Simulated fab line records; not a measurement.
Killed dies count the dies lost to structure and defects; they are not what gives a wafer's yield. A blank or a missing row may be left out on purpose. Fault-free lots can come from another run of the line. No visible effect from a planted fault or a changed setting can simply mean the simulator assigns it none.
Matching of chambers ; flow gf180mcu ; GF_V3_CMP_26 on cmp-01 has 4 sister chambers
The step polishes, stops on SiO2, t overpolish 15.38 s, target thk 0 nm. 14 wafers are shown with their chamber, then 7 later ones without.

EACH WAFER AND ITS CHAMBER
wafer;chamber;motorCurrentA (A)
L322.3;2;13.0
L322.5;3;10.7
L322.6;2;12.5
L323.2;2;11.9
L323.3;3;10.8
L323.4;1;12.0
L324.3;0;11.1
L324.4;2;12.5
L324.6;2;13.1
L325.2;0;10.7
L325.3;3;10.3
L325.6;3;11.0
L326.1;1;11.9
L326.3;0;10.4

SIGNATURES, as means of the wafers listed above
reading;chamber 0;chamber 1;chamber 2;chamber 3;scatter within a chamber
motorCurrentA;10.733;11.950;12.600;10.700;0.378
Rule: distance of a wafer from a chamber = root of the sum over the readings of ((wafer's reading minus chamber's mean) / reading's scatter) squared. If the next closest chamber is less than 2 further off than the closest, the wafer can't be placed; otherwise it belongs to the closest. The scatter: take each reading less its chamber's mean, square it, sum over the shown wafers, divide by the number of wafers less the number of chambers, and take the root.

WAFERS WITH NO CHAMBER GIVEN
wafer;motorCurrentA (A)
L326.4;11.2
L335.2;11.9
L335.3;12.3
L335.6;12.1
L342.1;11.2
L342.2;11.1
L342.3;12.2

WHICH CHAMBER EACH WENT THROUGH
wafer;from the rows above;in truth
L326.4;can't be placed: 0 or 3 or 1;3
L335.2;can't be placed: 1 or 2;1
L335.3;can't be placed: 2 or 1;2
L335.6;can't be placed: 1 or 2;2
L342.1;can't be placed: 0 or 3 or 1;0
L342.2;can't be placed: 0 or 3 or 1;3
L342.3;can't be placed: 1 or 2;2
0 of 7 placed correctly. Cannot be placed on the basis of these rows: 7; the candidates contain the true chamber in 7. Number placed wrongly: 0.
